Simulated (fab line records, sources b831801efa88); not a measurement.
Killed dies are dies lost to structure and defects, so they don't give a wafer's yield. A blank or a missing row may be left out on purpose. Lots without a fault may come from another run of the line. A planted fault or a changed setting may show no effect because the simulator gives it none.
Which tool did it? | flow sky130 | 13 lots, 38 wafers sampled, at 4 steps of a route of 708

WHAT THE GAUGES READ, wafer by wafer
SKY_VT_ADJUST_HVTP_OVL_MEAS_08.
lot  | measured     | on         | VT_ADJUST_HVTP_OVL (nm)
L902 | day 5 22:32  | overlay-01 | 0.8 1.4 1.3
L905 | day 6 17:47  | overlay-01 | 0.3 0.4 1.7
L907 | day 7 06:38  | overlay-01 | 2.2 2.8 5.0
L908 | day 7 16:02  | overlay-01 | 1.3 1.1 -0.6
L909 | day 7 22:29  | overlay-01 | 2.3 0.8 3.7
L910 | day 8 03:32  | overlay-02 | 3.6 4.1 2.9
L911 | day 8 09:07  | overlay-02 | -0.7 0.3
L914 | day 9 05:26  | overlay-01 | 2.4 1.8 3.2
L919 | day 10 12:50 | overlay-01 | 0.5 0.3 1.6
L922 | day 11 09:16 | overlay-01 | -2.4 -1.0 -0.9
L923 | day 11 13:28 | overlay-01 | 3.8 2.0 1.1
L924 | day 11 19:05 | overlay-02 | 0.5 0.0 0.5
L925 | day 12 10:56 | overlay-02 | 1.5 0.1 0.6

SKY_SONOS_TUNNEL_CD_MEAS_07: target cd 410 nm.
lot  | measured     | on        | cd_nm (nm)
L902 | day 11 04:17 | cd_sem-01 | 411.5 411.6 412.8
L905 | day 12 03:56 | cd_sem-02 | 413.0 411.3 412.8
L907 | day 12 23:38 | cd_sem-01 | 409.5 410.7 409.2
L908 | day 13 10:16 | cd_sem-01 | 411.2 410.4 410.0
L909 | day 13 18:29 | cd_sem-02 | 410.7 450.5 411.1
L910 | day 14 01:52 | cd_sem-02 | 408.7 406.6 408.2
L911 | day 14 08:08 | cd_sem-02 | 412.5 450.8
L914 | day 15 08:37 | cd_sem-01 | 449.0 411.8 450.8
L919 | day 16 23:19 | cd_sem-01 | 413.8 412.9 410.3
L922 | day 18 02:25 | cd_sem-01 | 412.4 412.0 413.3
L923 | day 18 07:17 | cd_sem-01 | 409.8 411.1 408.6
L924 | day 18 14:54 | cd_sem-02 | 408.6 408.5 410.6
L925 | day 19 10:14 | cd_sem-02 | 407.1 405.4 407.5

SKY_SONOS_ONO_THK_MEAS_03.
lot  | measured     | on            | SONOS_ONO_CVD_02_THK (nm)
L902 | day 11 10:46 | film_metro-01 | 10.57 10.48 10.43
L905 | day 12 07:19 | film_metro-01 | 10.59 10.50 10.59
L907 | day 13 03:53 | film_metro-04 | 10.80 10.72 10.75
L908 | day 13 13:46 | film_metro-01 | 10.46 10.37 10.54
L909 | day 13 23:14 | film_metro-02 | 10.54 10.52 10.64
L910 | day 14 06:50 | film_metro-02 | 10.61 10.61 10.51
L911 | day 14 16:53 | film_metro-02 | 10.46 10.41
L914 | day 15 14:58 | film_metro-02 | 10.74 10.72 10.74
L919 | day 17 03:11 | film_metro-04 | 10.52 10.65 10.52
L922 | day 18 08:28 | film_metro-02 | 10.56 10.51 10.43
L923 | day 18 20:47 | film_metro-01 | 10.52 10.45 10.42
L924 | day 18 23:13 | film_metro-01 | 10.40 10.54 10.45
L925 | day 19 13:52 | film_metro-01 | 10.64 10.57 10.62

WHICH TOOL RAN EACH LOT (tool, then ch and the chambers of the sampled wafers, then the start)
lot  | SKY_SONOS_TUNNEL_DEVELOP_06
L902 | litho_track-02 ch 0, day 11 04:08
L905 | litho_track-01 ch 0, day 12 03:47
L907 | litho_track-01 ch 0, day 12 23:29
L908 | litho_track-01 ch 0, day 13 10:07
L909 | litho_track-01 ch 0, day 13 18:20
L910 | litho_track-02 ch 0, day 14 01:43
L911 | litho_track-01 ch 0, day 14 07:59
L914 | litho_track-01 ch 0, day 15 08:28
L919 | litho_track-04 ch 0, day 16 23:10
L922 | litho_track-04 ch 0, day 18 02:16
L923 | litho_track-01 ch 0, day 18 07:08
L924 | litho_track-04 ch 0, day 18 14:46
L925 | litho_track-01 ch 0, day 19 10:05
- SKY_SONOS_TUNNEL_DEVELOP_06: develop time 60 s.

WHAT THE TOOLS THEMSELVES READ (means of the sampled wafers that have a number; where no wafer has one, the mark that the record gives instead)
The record holds no such reading with a usual standard deviation.

THE ANSWER, worked out from the rows above alone
Rule: what is usual is taken from the lots themselves. Put in order of their means at a reading, lots are off if they are a third of the lots or fewer, leave a main group of 4 or more, and stand apart from it by a gap of 3 or more times the standard deviation of the main group's means; of several such gaps the widest counts. A main group whose means are all the same, to the digits that the tables above print for the reading, isn't used. A lot without any number at a reading at which 4 lots or more have one is off too. The other lots that the step has rows for count as sound. The gauges are gone through in route order, then the tools' own readings, and for those a lot's mean is taken as printed above. The first step at which some lot is off is used, and at that step the reading that is off furthest; a lot without a number counts as furthest.
Off: L909, L911, L914, at SKY_SONOS_TUNNEL_CD_MEAS_07 (cd_nm). The main group: mean 410.3 nm, standard deviation 1.9.
A tool fits if, at a process step before that reading, it ran every lot that is off, and no sound lot after the first of them. The gauges at SKY_SONOS_TUNNEL_CD_MEAS_07 are tried like those tools. None of those tried fits.

WHAT THE SIMULATOR HAD PUT IN
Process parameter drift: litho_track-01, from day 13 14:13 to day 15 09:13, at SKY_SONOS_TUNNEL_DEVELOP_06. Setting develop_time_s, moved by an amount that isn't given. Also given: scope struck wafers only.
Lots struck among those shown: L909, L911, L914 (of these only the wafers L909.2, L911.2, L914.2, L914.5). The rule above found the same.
